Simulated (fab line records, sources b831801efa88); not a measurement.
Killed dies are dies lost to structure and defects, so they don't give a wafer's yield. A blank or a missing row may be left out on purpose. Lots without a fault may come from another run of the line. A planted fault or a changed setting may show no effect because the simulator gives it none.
fab line records | flow gf180mcu
record lots=5 wafers=15 last_day=34
route steps=602 shown V4@486 MIM@503
lots that met no fault: from a run of the same line without faults
start_h: hours from the record's first day to the start of the lot's first wafer shown | wait_h: hours since the lot's step before | " the same as in the row above | L1.1+2: a row that stands for several wafers | - no value, or no start given | * or withheld: withheld | < > ~ a bound
route shown NAME@n: a module of which the file shows steps, and the number in the route of the first | usual: mean/standard deviation of fault-free wafers | same: alike in all rows | chamber/n: place in a boat | sites: the reading at each site | _std_site: their standard deviation | _edge_site: outer sites' mean less inner sites' | radius_mm: how far each site lies from the wafer's centre | mask NAME#n: copy n | behind: the tool/chamber that last shaped the wafer | hold: why the lot was held/for how many hours/how that ended | device: the transistor (n, p or np) that didn't switch | end of line: the same wafers' tests at the end of the route | a step without rows: its recipe alone | killed: dies lost to structure and defects at the first sort, not the wafer's yield | map: a wafer's dies, x killed, . not, _ none there
set.NAME: the setting as run; set.NAME@STEP: as run at that earlier step | model.NAME: the simulator's own value behind a step, which no gauge read
lots at some steps of the route; a table a step, a row a wafer
services: from which hour (start_h, from the record's first day; less than 0 if before it) a tool's chamber was out of use, for how many hours, and why
## steps
# step GF_V4_SOFTBAKE_10
# recipe temp_c=130 time_s=60 resist=KrF
# columns lot.wafer tool chamber start_h wait_h
L078.4+5+6 litho_track-03 0 - -
L079.1+4+6 litho_track-02 0 - -
L081.3+4+5 litho_track-04 0 - -
L096.1+3+6 litho_track-03 0 - -
L097.2+4+6 litho_track-03 0 - -
# step GF_V4_EXPOSE_11
# recipe mask_id=Via4 target_cd_nm=260 na=0.68 source_shape=conventional sigma_outer=0.6 dose_mj=38
# same na=0.68 sigma_outer=0.6
# columns lot.wafer tool chamber start_h wait_h mask
L078.4+5+6 krf_scanner-02 0 - - Via4#0
L079.1+4+6 krf_scanner-02 0 - - Via4#0
L081.3+4+5 krf_scanner-01 0 - - Via4#0
L096.1+3+6 krf_scanner-02 0 - - Via4#0
L097.2+4+6 krf_scanner-01 0 - - Via4#0
# step GF_V4_PEB_12
# recipe peb_temp_c=135 peb_time_s=90 resist=KrF
# columns lot.wafer tool chamber start_h wait_h
L078.4+5+6 litho_track-04 0 - -
L079.1+4+6 litho_track-02 0 - -
L081.3+4+5 litho_track-04 0 - -
L096.1+3+6 litho_track-04 0 - -
L097.2+4+6 litho_track-04 0 - -
# step GF_V4_DEVELOP_13
# recipe develop_time_s=60 resist=KrF dev_temp_c=21
# columns lot.wafer tool chamber start_h wait_h
L078.4+5+6 litho_track-04 0 593.02 0.1
L079.1+4+6 litho_track-02 0 603.34 0.2
L081.3+4+5 litho_track-04 0 619.60 0.1
L096.1+3+6 litho_track-04 0 721.40 0.2
L097.2+4+6 litho_track-04 0 729.82 0.2
# step GF_V4_CD_MEAS_14
# recipe target_cd_nm=260
# usual cd_nm=260.2/1.4
# columns lot.wafer tool chamber start_h wait_h cd_nm
L078.4 cd_sem-01 - 593.16 0.1 259.0
L078.5 " - " " 260.2
L078.6 " - " " 260.2
L079.1 cd_sem-02 - 603.49 0.1 259.5
L079.4 " - " " 259.8
L079.6 " - " " 259.9
L081.3 cd_sem-01 - 619.77 0.1 263.5
L081.4 " - " " 261.0
L081.5 " - " " 262.2
L096.1 cd_sem-02 - 721.55 0.1 258.8
L096.3 " - " " 257.9
L096.6 " - " " 258.0
L097.2 cd_sem-01 - 729.97 0.1 261.3
L097.4 " - " " 262.3
L097.6 " - " " 259.9
# step GF_V4_OVL_MEAS_15
# usual V4_OVL=0/5
# columns lot.wafer tool chamber start_h wait_h V4_OVL[nm]
L078.4 overlay-02 - 593.24 0.1 -2
L078.5 " - " " -2
L078.6 " - " " 0
L079.1 overlay-01 - 603.61 0.1 -2
L079.4 " - " " -2
L079.6 " - " " -2
L081.3 overlay-01 - 619.86 0.1 0
L081.4 " - " " 0
L081.5 " - " " -2
L096.1 overlay-02 - 721.67 0.1 -2
L096.3 " - " " 7
L096.6 " - " " -6
L097.2 overlay-01 - 730.07 0.1 -3
L097.4 " - " " -8
L097.6 " - " " -8
# step GF_V4_ETCH_16
# recipe chemistry=N2/H2 target_depth_a=withheld overetch_a=withheld time_s=withheld target=BARC ion_energy_ev=200 source_w=500 bias_w=100 pressure_mtorr=30 n2_flow_sccm=100 h2_flow_sccm=200
# usual drypump_motor_current_A=5.7/0.53 oes_product_au=0.855/0.005 throttle_valve_pct=13.224/0.008
# columns lot.wafer tool chamber start_h wait_h drypump_motor_current_A oes_product_au throttle_valve_pct
L078.4 rie_diel-01 0 593.25 0.0 5.4 0.849 13.231
L078.5 " 2 " " 6.2 0.850 13.217
L078.6 " 3 " " 6.6 0.851 13.220
L079.1 rie_diel-01 1 603.65 0.0 5.4 0.848 13.218
L079.4 " 2 " " 6.2 0.855 13.234
L079.6 " 0 " " 5.4 0.868 13.230
L081.3 rie_diel-02 3 619.88 0.0 5.8 0.854 13.227
L081.4 " 0 " " 5.7 0.854 13.223
L081.5 " 2 " " 5.0 0.849 13.216
L096.1 rie_diel-01 2 721.70 0.0 6.2 0.859 13.239
L096.3 " 3 " " 6.6 0.858 13.220
L096.6 " 3 " " 6.6 0.851 13.231
L097.2 rie_diel-02 2 730.10 0.0 5.0 0.850 13.220
L097.4 " 0 " " 5.7 0.851 13.221
L097.6 " 1 " " 4.7 0.853 13.218
# step GF_V4_ETCH_17
# recipe chemistry=C4F8/O2/Ar mask_material=KrF target=SiO2 stop_on=TiN source_w=1500 bias_w=1200 pressure_mtorr=40 c4f8_flow_sccm=withheld O2_flow_sccm=6 Ar_flow_sccm=300 time_s=withheld target_depth_a=6300
# usual oes_product_au=0.856/0.0048
# columns lot.wafer tool chamber start_h wait_h oes_product_au
L078.4 rie_diel-01 0 - - 0.857
L078.5 " 2 " " 0.850
L078.6 " 3 " " 0.855
L079.1 rie_diel-01 1 - - 0.849
L079.4 " 2 " " 0.850
L079.6 " 0 " " 0.861
L081.3 rie_diel-02 3 - - 0.847
L081.4 " 0 " " 0.848
L081.5 " 2 " " 0.853
L096.1 rie_diel-01 2 - - 0.850
L096.3 " 3 " " 0.854
L096.6 " 3 " " 0.857
L097.2 rie_diel-02 2 - - 0.860
L097.4 " 0 " " 0.850
L097.6 " 1 " " 0.853
# step GF_V4_STRIP_18
# recipe chemistry=O2/N2 power_w=1400 pressure_mtorr=1500 platen_temp_c=250 o2_flow_sccm=3000 n2_flow_sccm=300 overash_fraction=0.5
# usual drypump_motor_current_A=5.8/0.43 heater_power_w=323/27 o2_flow_sccm=2999/9.3 oes_product_au=0.592/0.0045
# columns lot.wafer tool chamber start_h wait_h drypump_motor_current_A heater_power_w o2_flow_sccm oes_product_au rf_hours_counter_h
L078.4 plasma_asher-02 1 593.42 - 6.0 331 3010 0.592 -
L078.5 " 0 " " 6.0 286 2996 0.591 -
L078.6 " 1 " " 6.0 340 3006 0.583 -
L079.1 plasma_asher-02 1 603.78 - 6.0 330 2988 0.596 95
L079.4 " 0 " " 6.0 291 3010 0.593 -
L079.6 " 0 " " 6.0 283 3003 0.594 -
L081.3 plasma_asher-01 0 620.05 - 5.5 374 3005 0.586 -
L081.4 " 1 " " 5.7 305 2992 0.599 -
L081.5 " 0 " " 5.5 367 3015 0.599 -
L096.1 plasma_asher-02 1 721.83 - 5.9 334 3002 0.591 108
L096.3 " 0 " " 6.0 288 2984 0.589 -
L096.6 " 1 " " 5.9 340 2998 0.586 -
L097.2 plasma_asher-04 1 730.23 - 6.4 323 3007 0.597 34
L097.4 " 1 " " 6.4 325 2998 0.588 -
L097.6 " 1 " " 6.4 323 3001 0.585 -
# step GF_V4_STRIP_19
# recipe chemistry=post_etch_residue_remover time_s=1200 temp_c=72.5
# usual bath_heat_duty_pct=14.1/1.4
# columns lot.wafer tool chamber start_h wait_h bath_heat_duty_pct
L078.4 wet_bench-01 1 593.48 0.0 15.5
L078.5 " 1 " " 15.6
L078.6 " 1 " " 14.7
L079.1 wet_bench-04 3 603.88 0.1 17.6
L079.4 " 3 " " 17.9
L079.6 " 3 " " 15.1
L081.3 wet_bench-03 3 620.11 0.0 12.9
L081.4 " 3 " " 13.6
L081.5 " 3 " " 12.2
L096.1 wet_bench-01 0 721.93 0.1 12.4
L096.3 " 0 " " 12.0
L096.6 " 0 " " 13.2
L097.2 wet_bench-01 3 730.33 0.1 14.7
L097.4 " 3 " " 14.5
L097.6 " 3 " " 15.4
# step GF_V4_CLEAN_20
# recipe chemistry=DIW dry=n2_spin
# columns lot.wafer tool chamber start_h wait_h
L078.4+5+6 wet_bench-04 0 593.82 0.0
L079.1+4+6 wet_bench-03 2 604.25 0.0
L081.3+4+5 wet_bench-04 0 620.45 0.0
L096.1+3+6 wet_bench-03 3 722.27 0.0
L097.2+4+6 wet_bench-03 1 730.67 0.0
# step GF_V4_SPUTTER_21
# recipe material=Ti target_thk_nm=15 chamber_pressure_pa=5 power_w=2500 substrate_temp_c=200 time_s=80.02
# usual cathode_dc_power_W=2500.0/0.44 throttle_valve_pct=29.7/1.1
# columns lot.wafer tool chamber start_h wait_h cathode_dc_power_W throttle_valve_pct
L078.4 pvd_sputter-02 - 593.92 0.0 2500.2 31.0
L078.5 " - " " 2500.1 30.6
L078.6 " - " " 2500.1 29.6
L079.1 pvd_sputter-02 - 604.35 0.0 2499.4 30.7
L079.4 " - " " 2500.0 29.8
L079.6 " - " " 2499.9 30.6
L081.3 pvd_sputter-03 - 620.55 0.0 2499.9 28.5
L081.4 " - " " 2499.2 28.1
L081.5 " - " " 2499.5 30.5
L096.1 pvd_sputter-03 - 722.37 0.0 2499.0 28.5
L096.3 " - " " 2500.5 28.0
L096.6 " - " " 2500.0 30.3
L097.2 pvd_sputter-02 - 730.77 0.0 2500.4 29.8
L097.4 " - " " 2499.8 30.6
L097.6 " - " " 2500.3 29.8
# step GF_V4_SPUTTER_22
# recipe material=TiN target_thk_nm=10 chamber_pressure_pa=5 power_w=4000 time_s=40
# usual cathode_dc_power_W=4000.0/0.8 throttle_valve_pct=29.7/1.1
# columns lot.wafer tool chamber start_h wait_h cathode_dc_power_W throttle_valve_pct
L078.4 pvd_sputter-02 - 593.98 0.0 4000.2 31.2
L078.5 " - " " 3999.4 30.8
L078.6 " - " " 3999.6 29.8
L079.1 pvd_sputter-02 - 604.41 0.0 4001.1 30.9
L079.4 " - " " 4000.0 29.7
L079.6 " - " " 4000.4 30.6
L081.3 pvd_sputter-03 - 620.62 0.0 3999.6 28.4
L081.4 " - " " 3999.7 28.0
L081.5 " - " " 4000.1 30.3
L096.1 pvd_sputter-03 - 722.43 0.0 3999.2 28.2
L096.3 " - " " 3999.7 28.0
L096.6 " - " " 3998.8 30.1
L097.2 pvd_sputter-02 - 730.83 0.0 3999.6 29.7
L097.4 " - " " 3999.6 30.6
L097.6 " - " " 3999.7 29.9
# step GF_V4_CVD_23
# recipe material=W target_thk_nm=350 time_s=104.9 temp_c=400 pressure_torr=40
# usual heater_power_w=912/90
# columns lot.wafer tool chamber start_h wait_h heater_power_w
L078.4 cvd_w-02 1 594.05 0.1 861
L078.5 " 0 " " 1039
L078.6 " 1 " " 855
L079.1 cvd_w-02 0 604.45 0.0 1025
L079.4 " 0 " " 1051
L079.6 " 0 " " 1039
L081.3 cvd_w-01 1 620.69 0.1 920
L081.4 " 0 " " 813
L081.5 " 1 " " 925
L096.1 cvd_w-01 0 722.47 0.0 809
L096.3 " 1 " " 931
L096.6 " 0 " " 818
L097.2 cvd_w-01 0 730.87 0.0 821
L097.4 " 0 " " 820
L097.6 " 0 " " 810
# step GF_V4_RS_MEAS_24
# recipe thk_meas_gauge=four-point-probe reads=W_of_V4_CVD_23+TiN_of_V4_SPUTTER_22+Ti_of_V4_SPUTTER_21
# usual V4_W_RS=0.326/0.0035
# columns lot.wafer tool chamber start_h wait_h V4_W_RS[ohm/sq]
L078.4 film_metro-02 - 594.19 0.1 0.327
L078.5 " - " " 0.326
L078.6 " - " " 0.323
L079.1 film_metro-01 - 604.56 0.1 0.324
L079.4 " - " " 0.321
L079.6 " - " " 0.323
L081.3 film_metro-01 - 620.81 0.1 0.328
L081.4 " - " " 0.331
L081.5 " - " " 0.330
L096.1 film_metro-04 - 722.58 0.1 0.323
L096.3 " - " " 0.327
L096.6 " - " " 0.326
L097.2 film_metro-01 - 731.00 0.1 0.328
L097.4 " - " " 0.328
L097.6 " - " " 0.325
# step GF_V4_THK_MEAS_25
# recipe thk_meas_gauge=xrf reads=W_of_V4_CVD_23
# usual V4_W_THK=346/5.4
# columns lot.wafer tool chamber start_h wait_h V4_W_THK[nm]
L078.4 film_metro-02 - 594.28 0.1 339
L078.5 " - " " 338
L078.6 " - " " 343
L079.1 film_metro-01 - 604.68 0.1 344
L079.4 " - " " 349
L079.6 " - " " 348
L081.3 film_metro-01 - 620.91 0.1 341
L081.4 " - " " 338
L081.5 " - " " 338
L096.1 film_metro-04 - 722.70 0.1 355
L096.3 " - " " 351
L096.6 " - " " 353
L097.2 film_metro-01 - 731.11 0.1 342
L097.4 " - " " 341
L097.6 " - " " 344
# step GF_V4_CMP_26
# recipe stop_on=SiO2 down_force_psi=3.5 platen_rpm=60 t_overpolish_s=15 target_thk_nm=0 pad_velocity_m_s=0.94248
# usual motor_current_A=11.0/1.5 overpolish_run_s=15.001/0.0084 time_to_endpoint_s=86/3.5
# columns lot.wafer tool chamber start_h wait_h motor_current_A overpolish_run_s time_to_endpoint_s
L078.4 cmp-02 3 594.31 0.0 12.6 15.009 86
L078.6 " 3 " " 12.4 14.993 89
L078.5 " 0 " " 8.9 14.993 87
L079.1 cmp-01 0 604.74 0.1 9.2 15.010 90
L079.4 " 2 " " 10.3 15.007 86
L079.6 " 0 " " 9.3 14.989 90
L081.4 cmp-01 0 621.07 0.1 9.8 15.011 82
L081.3 " 1 " " 12.2 15.004 85
L081.5 " 1 " " 11.7 14.991 81
L096.3 cmp-01 2 722.81 0.1 11.0 14.999 85
L096.1 " 3 " " 11.5 14.996 89
L096.6 " 1 " " 12.2 14.996 86
L097.4 cmp-02 1 731.26 0.1 13.5 15.000 86
L097.2 " 2 " " 9.8 15.014 89
L097.6 " 3 " " 12.1 15.005 90
# step GF_MIM_SPUTTER_00
# recipe material=Ti target_thk_nm=37.5 arriving_ion_energy_ev=80 substrate_temp_c=200 chamber_pressure_pa=2 power_w=4000 time_s=150
# usual cathode_dc_power_W=4000.0/0.7 throttle_valve_pct=29.9/0.94
# columns lot.wafer tool chamber start_h wait_h cathode_dc_power_W throttle_valve_pct
L078.4 pvd_sputter-01 - 594.61 0.2 4001.3 30.5
L078.5 " - " " 4000.8 29.7
L078.6 " - " " 4001.1 30.4
L079.1 pvd_sputter-04 - 605.04 0.2 3999.6 30.9
L079.4 " - " " 3998.6 30.1
L079.6 " - " " 3999.7 31.0
L081.3 pvd_sputter-01 - 621.37 0.2 3999.6 30.6
L081.4 " - " " 4001.0 29.6
L081.5 " - " " 4000.0 30.0
L096.1 pvd_sputter-03 - 723.06 0.1 3999.8 30.2
L096.3 " - " " 4001.2 29.1
L096.6 " - " " 3999.7 28.4
L097.2 pvd_sputter-04 - 731.46 0.1 4000.4 30.6
L097.4 " - " " 3999.4 30.0
L097.6 " - " " 4000.6 31.1
# step GF_MIM_SPUTTER_01
# recipe material=TiN target_thk_nm=30 power_w=6500 time_s=25 chamber_pressure_pa=0.4
# usual cathode_dc_power_W=6499.9/1.3 throttle_valve_pct=29.9/0.95
# columns lot.wafer tool chamber start_h wait_h cathode_dc_power_W throttle_valve_pct
L078.4 pvd_sputter-01 - 594.71 0.1 6501.7 30.7
L078.5 " - " " 6499.7 29.9
L078.6 " - " " 6499.5 30.7
L079.1 pvd_sputter-04 - 605.14 0.1 6499.4 31.0
L079.4 " - " " 6501.3 29.8
L079.6 " - " " 6499.4 30.9
L081.3 pvd_sputter-01 - 621.47 0.1 6499.2 30.8
L081.4 " - " " 6501.2 29.6
L081.5 " - " " 6501.0 29.6
L096.1 pvd_sputter-03 - 723.16 0.1 6500.3 30.4
L096.3 " - " " 6498.7 29.2
L096.6 " - " " 6499.3 28.4
L097.2 pvd_sputter-04 - 731.56 0.1 6499.7 30.9
L097.4 " - " " 6500.3 29.7
L097.6 " - " " 6501.7 30.7
# step GF_MIM_SPUTTER_02
# recipe material=AlCu target_thk_nm=450 power_w=10600 time_s=23.9 chamber_pressure_pa=0.4
# usual cathode_dc_power_W=10600/2 throttle_valve_pct=29.9/0.96
# columns lot.wafer tool chamber start_h wait_h cathode_dc_power_W throttle_valve_pct
L078.4 pvd_sputter-01 - 594.74 0.0 10600 30.3
L078.5 " - " " 10601 29.4
L078.6 " - " " 10603 30.6
L079.1 pvd_sputter-04 - 605.17 0.0 10603 31.2
L079.4 " - " " 10599 29.6
L079.6 " - " " 10600 30.9
L081.3 pvd_sputter-01 - 621.50 0.0 10601 31.1
L081.4 " - " " 10600 29.7
L081.5 " - " " 10599 29.7
L096.1 pvd_sputter-03 - 723.20 0.0 10602 30.2
L096.3 " - " " 10601 29.1
L096.6 " - " " 10601 28.3
L097.2 pvd_sputter-04 - 731.60 0.0 10602 30.8
L097.4 " - " " 10600 29.9
L097.6 " - " " 10597 31.0
# step GF_MIM_SPUTTER_03
# recipe material=Ti target_thk_nm=10 substrate_temp_c=300 chamber_pressure_pa=0.3 power_w=3000 time_s=6.7
# usual cathode_dc_power_W=3000.0/0.5 throttle_valve_pct=29.9/0.96
# columns lot.wafer tool chamber start_h wait_h cathode_dc_power_W throttle_valve_pct
L078.4 pvd_sputter-01 - 594.77 0.0 2999.0 30.4
L078.5 " - " " 3000.2 29.7
L078.6 " - " " 2999.9 30.3
L079.1 pvd_sputter-04 - 605.20 0.0 3000.3 30.9
L079.4 " - " " 3000.0 30.2
L079.6 " - " " 2999.9 30.8
L081.3 pvd_sputter-01 - 621.53 0.0 3000.1 31.2
L081.4 " - " " 3000.2 29.9
L081.5 " - " " 3000.4 29.6
L096.1 pvd_sputter-03 - 723.23 0.0 3000.3 30.6
L096.3 " - " " 2999.7 29.3
L096.6 " - " " 3000.7 28.1
L097.2 pvd_sputter-04 - 731.63 0.0 2999.4 31.0
L097.4 " - " " 3000.6 30.2
L097.6 " - " " 3000.6 31.0
# step GF_MIM_SPUTTER_04
# recipe material=TiN target_thk_nm=50 power_w=6500 time_s=41.7 chamber_pressure_pa=0.4
# usual cathode_dc_power_W=6500.1/1.2 throttle_valve_pct=29.9/0.93
# columns lot.wafer tool chamber start_h wait_h cathode_dc_power_W throttle_valve_pct
L078.4 pvd_sputter-01 - 594.79 0.0 6499.9 30.3
L078.5 " - " " 6501.1 29.4
L078.6 " - " " 6500.2 30.4
L079.1 pvd_sputter-04 - 605.22 0.0 6501.0 31.1
L079.4 " - " " 6500.3 30.0
L079.6 " - " " 6498.3 31.1
L081.3 pvd_sputter-01 - 621.55 0.0 6502.3 30.7
L081.4 " - " " 6502.8 29.6
L081.5 " - " " 6500.6 29.6
L096.1 pvd_sputter-03 - 723.25 0.0 6499.3 30.5
L096.3 " - " " 6499.4 29.2
L096.6 " - " " 6501.1 28.4
L097.2 pvd_sputter-04 - 731.65 0.0 6499.9 30.7
L097.4 " - " " 6498.5 29.8
L097.6 " - " " 6500.1 30.9
# step GF_MIM_CVD_05
# recipe material=Si3N4 target_thk_nm=42 temp_max_c=400 temp_c=385 time_s=29.086 rf_w=450
# usual heater_power_w=630/100 temp_max_c=399.99/0.22
# columns lot.wafer tool chamber start_h wait_h heater_power_w temp_max_c
L078.4 pecvd-03 2 594.85 0.0 683 400.10
L078.5 " 1 " " 540 399.75
L078.6 " 0 " " 662 400.13
L079.1 pecvd-04 2 605.26 0.0 819 399.93
L079.4 " 2 " " 836 400.11
L079.6 " 0 " " 707 399.73
L081.3 pecvd-04 0 621.59 0.0 781 399.77
L081.4 " 1 " " 459 400.07
L081.5 " 2 " " 792 400.13
L096.1 pecvd-01 0 723.29 0.0 634 399.93
L096.3 " 2 " " 592 400.26
L096.6 " 1 " " 598 399.81
L097.2 pecvd-04 0 731.69 0.0 712 399.91
L097.4 " 2 " " 764 399.83
L097.6 " 1 " " 472 400.21
# step GF_MIM_THK_MEAS_06
# recipe reads=Si3N4_of_MIM_CVD_05
# usual MIM_CVD_05_THK=42.0/0.61
# columns lot.wafer tool chamber start_h wait_h MIM_CVD_05_THK[nm]
L078.4 film_metro-01 - 594.89 0.0 42.7
L078.5 " - " " 42.6
L078.6 " - " " 41.1
L079.1 film_metro-03 - 605.29 0.0 42.3
L079.4 " - " " 43.1
L079.6 " - " " 42.9
L081.3 film_metro-03 - 621.64 0.0 42.3
L081.4 " - " " 42.7
L081.5 " - " " 42.8
L096.1 film_metro-01 - 723.32 0.0 42.0
L096.3 " - " " 41.1
L096.6 " - " " 42.9
L097.2 film_metro-03 - 731.73 0.0 41.4
L097.4 " - " " 42.3
L097.6 " - " " 42.1
# step GF_MIM_SPUTTER_07
# recipe material=TiN target_thk_nm=60 power_w=6500 time_s=50 chamber_pressure_pa=0.4
# usual cathode_dc_power_W=6499.8/1.2 throttle_valve_pct=29.6/1
# columns lot.wafer tool chamber start_h wait_h cathode_dc_power_W throttle_valve_pct
L078.4 pvd_sputter-03 - 594.92 0.0 6499.5 30.3
L078.5 " - " " 6499.8 28.6
L078.6 " - " " 6498.5 27.9
L079.1 pvd_sputter-03 - 605.35 0.1 6499.1 28.9
L079.4 " - " " 6498.5 30.4
L079.6 " - " " 6501.2 29.1
L081.3 pvd_sputter-03 - 621.68 0.0 6500.5 28.4
L081.4 " - " " 6498.2 28.1
L081.5 " - " " 6500.5 30.3
L096.1 pvd_sputter-04 - 723.38 0.1 6497.3 30.8
L096.3 " - " " 6499.8 31.1
L096.6 " - " " 6500.5 29.8
L097.2 pvd_sputter-03 - 731.78 0.0 6500.3 30.4
L097.4 " - " " 6497.2 29.0
L097.6 " - " " 6500.9 29.2
# step GF_MIM_SPUTTER_08
# recipe material=AlCu target_thk_nm=200 power_w=10600 time_s=10.6 chamber_pressure_pa=0.4
# usual cathode_dc_power_W=10600/1.8 throttle_valve_pct=29.6/1.1
# columns lot.wafer tool chamber start_h wait_h cathode_dc_power_W throttle_valve_pct
L078.4 pvd_sputter-03 - 594.97 0.0 10598 30.4
L078.5 " - " " 10599 28.6
L078.6 " - " " 10598 27.8
L079.1 pvd_sputter-03 - 605.40 0.0 10600 29.3
L079.4 " - " " 10600 30.4
L079.6 " - " " 10599 28.8
L081.3 pvd_sputter-03 - 621.73 0.0 10600 28.4
L081.4 " - " " 10600 27.9
L081.5 " - " " 10601 30.4
L096.1 pvd_sputter-04 - 723.42 0.0 10601 30.6
L096.3 " - " " 10599 31.0
L096.6 " - " " 10603 29.8
L097.2 pvd_sputter-03 - 731.82 0.0 10602 30.5
L097.4 " - " " 10601 29.3
L097.6 " - " " 10599 29.1
# step GF_MIM_SPUTTER_09
# recipe material=TiN target_thk_nm=35 power_w=6500 time_s=29.2 chamber_pressure_pa=0.4
# usual cathode_dc_power_W=6499.9/1.2 throttle_valve_pct=29.6/1
# columns lot.wafer tool chamber start_h wait_h cathode_dc_power_W throttle_valve_pct
L078.4 pvd_sputter-03 - 594.99 0.0 6500.9 30.4
L078.5 " - " " 6501.1 28.4
L078.6 " - " " 6500.5 28.1
L079.1 pvd_sputter-03 - 605.42 0.0 6497.4 29.2
L079.4 " - " " 6500.4 30.3
L079.6 " - " " 6499.5 29.2
L081.3 pvd_sputter-03 - 621.75 0.0 6499.5 28.7
L081.4 " - " " 6497.7 28.0
L081.5 " - " " 6500.3 30.5
L096.1 pvd_sputter-04 - 723.45 0.0 6502.4 30.7
L096.3 " - " " 6500.4 30.9
L096.6 " - " " 6500.2 29.9
L097.2 pvd_sputter-03 - 731.85 0.0 6500.3 30.6
L097.4 " - " " 6498.3 29.2
L097.6 " - " " 6497.8 29.1
# step GF_MIM_RS_MEAS_10
# recipe thk_meas_gauge=four-point-probe reads=TiN_of_MIM_SPUTTER_09+AlCu_of_MIM_SPUTTER_08+TiN_of_MIM_SPUTTER_07
# usual MIM_ALCU_RS=0.1604/0.002
# columns lot.wafer tool chamber start_h wait_h MIM_ALCU_RS[ohm/sq]
L078.4 film_metro-03 - 595.08 0.1 0.1605
L078.5 " - " " 0.1599
L078.6 " - " " 0.1596
L079.1 film_metro-01 - 605.45 0.0 0.1644
L079.4 " - " " 0.1653
L079.6 " - " " 0.1654
L081.3 film_metro-04 - 621.82 0.1 0.1617
L081.4 " - " " 0.1600
L081.5 " - " " 0.1619
L096.1 film_metro-03 - 723.48 0.0 0.1599
L096.3 " - " " 0.1613
L096.6 " - " " 0.1606
L097.2 film_metro-01 - 731.90 0.0 0.1620
L097.4 " - " " 0.1615
L097.6 " - " " 0.1615
# step GF_MIM_THK_MEAS_11
# recipe thk_meas_gauge=xrf reads=AlCu_of_MIM_SPUTTER_08
# usual MIM_ALCU_THK=197.0/2.4
# columns lot.wafer tool chamber start_h wait_h MIM_ALCU_THK[nm]
L078.4 film_metro-03 - 595.17 0.1 196.7
L078.5 " - " " 196.7
L078.6 " - " " 198.3
L079.1 film_metro-01 - 605.57 0.1 192.1
L079.4 " - " " 191.6
L079.6 " - " " 191.1
L081.3 film_metro-04 - 621.92 0.1 194.2
L081.4 " - " " 196.2
L081.5 " - " " 193.8
L096.1 film_metro-03 - 723.60 0.1 196.9
L096.3 " - " " 195.3
L096.6 " - " " 195.6
L097.2 film_metro-01 - 732.01 0.1 198.0
L097.4 " - " " 195.1
L097.6 " - " " 195.9
# step GF_MIM_DEHYDRATE_12
# recipe temp_c=200 time_s=60
# columns lot.wafer tool chamber start_h wait_h
L078.4+5+6 litho_track-04 0 605.37 10.2
L079.1+4+6 litho_track-04 0 615.25 9.7
L081.3+4+5 litho_track-01 0 631.76 9.8
L096.1+3+6 litho_track-03 0 731.46 7.9
L097.2+4+6 litho_track-04 0 740.02 8.0
# step GF_MIM_HMDS_13
# recipe prime_time_s=60 prime_temp_c=120
# same prime_time_s=60
# columns lot.wafer tool chamber start_h wait_h
L078.4+5+6 litho_track-04 0 605.52 0.1
L079.1+4+6 litho_track-04 0 615.40 0.1
L081.3+4+5 litho_track-01 0 631.91 0.1
L096.1+3+6 litho_track-03 0 731.61 0.1
L097.2+4+6 litho_track-04 0 740.17 0.1
# step GF_MIM_COAT_14
# recipe resist=NOVOLAK spin_rpm=3000 resist_thk_nm=1000
# columns lot.wafer tool chamber start_h wait_h
L078.4+5+6 litho_track-04 0 605.67 0.1
L079.1+4+6 litho_track-04 0 615.55 0.1
L081.3+4+5 litho_track-01 0 632.06 0.1
L096.1+3+6 litho_track-03 0 731.76 0.1
L097.2+4+6 litho_track-04 0 740.32 0.1
# step GF_MIM_SOFTBAKE_15
# recipe temp_c=90 time_s=60 resist=NOVOLAK
# columns lot.wafer tool chamber start_h wait_h
L078.4+5+6 litho_track-04 0 605.82 0.1
L079.1+4+6 litho_track-04 0 615.70 0.1
L081.3+4+5 litho_track-01 0 632.21 0.1
L096.1+3+6 litho_track-03 0 731.91 0.1
L097.2+4+6 litho_track-04 0 740.47 0.1
# step GF_MIM_EXPOSE_16
# recipe mask_id=FuseTop target_cd_nm=2000 na=0.6 source_shape=conventional sigma_outer=0.6 dose_mj=140
# same na=0.6 sigma_outer=0.6
# columns lot.wafer tool chamber start_h wait_h mask
L078.4+5+6 iline_stepper-02 0 - - FuseTop#0
L079.1+4+6 iline_stepper-01 0 - - FuseTop#0
L081.3+4+5 iline_stepper-02 0 - - FuseTop#0
L096.1+3+6 iline_stepper-01 0 - - FuseTop#0
L097.2+4+6 iline_stepper-01 0 - - FuseTop#0
# step GF_MIM_PEB_17
# recipe temp_c=withheld time_s=* resist=NOVOLAK
# columns lot.wafer tool chamber start_h wait_h
L078.4+5+6 litho_track-04 0 - -
L079.1+4+6 litho_track-01 0 - -
L081.3+4+5 litho_track-03 0 - -
L096.1+3+6 litho_track-01 0 - -
L097.2+4+6 litho_track-01 0 - -
# step GF_MIM_DEVELOP_18
# recipe develop_time_s=60 dev_temp_c=23
# columns lot.wafer tool chamber start_h wait_h
L078.4+5+6 litho_track-04 0 616.07 0.1
L079.1+4+6 litho_track-01 0 625.46 0.1
L081.3+4+5 litho_track-03 0 641.51 0.1
L096.1+3+6 litho_track-01 0 740.21 0.1
L097.2+4+6 litho_track-01 0 748.53 0.1
## services
# columns tool chamber start_h hours kind
plasma_asher-02 - 558.71 14.6 pm
rie_diel-02 1 563.09 4.5 repair
cmp-01 - 572.00 4.0 pm
pvd_sputter-01 - 579.50 1.1 repair
rie_diel-02 3 584.20 4.9 repair
rie_diel-02 - 595.03 2.8 pm
krf_scanner-02 - 597.54 0.3 repair
krf_scanner-02 - 600.09 1.0 pm
cvd_w-01 - 603.18 1.1 repair
rie_diel-02 2 622.58 6.0 repair
rie_diel-02 2 640.51 43.9 repair
rie_diel-02 0 645.03 1.5 repair
plasma_asher-02 - 646.36 1.0 repair
wet_bench-03 - 652.73 1.2 repair
plasma_asher-02 - 659.50 0.9 repair
pvd_sputter-02 - 675.91 10.1 repair
rie_diel-01 0 676.42 3.7 repair
rie_diel-02 1 683.94 2.8 repair
pvd_sputter-03 - 686.78 4.8 repair
rie_diel-01 0 694.34 4.6 repair
pvd_sputter-04 - 700.49 1.2 repair
rie_diel-01 - 716.01 3.1 repair
rie_diel-01 0 736.75 3.9 repair
pvd_sputter-02 - 742.68 1.5 repair
## key
fault none
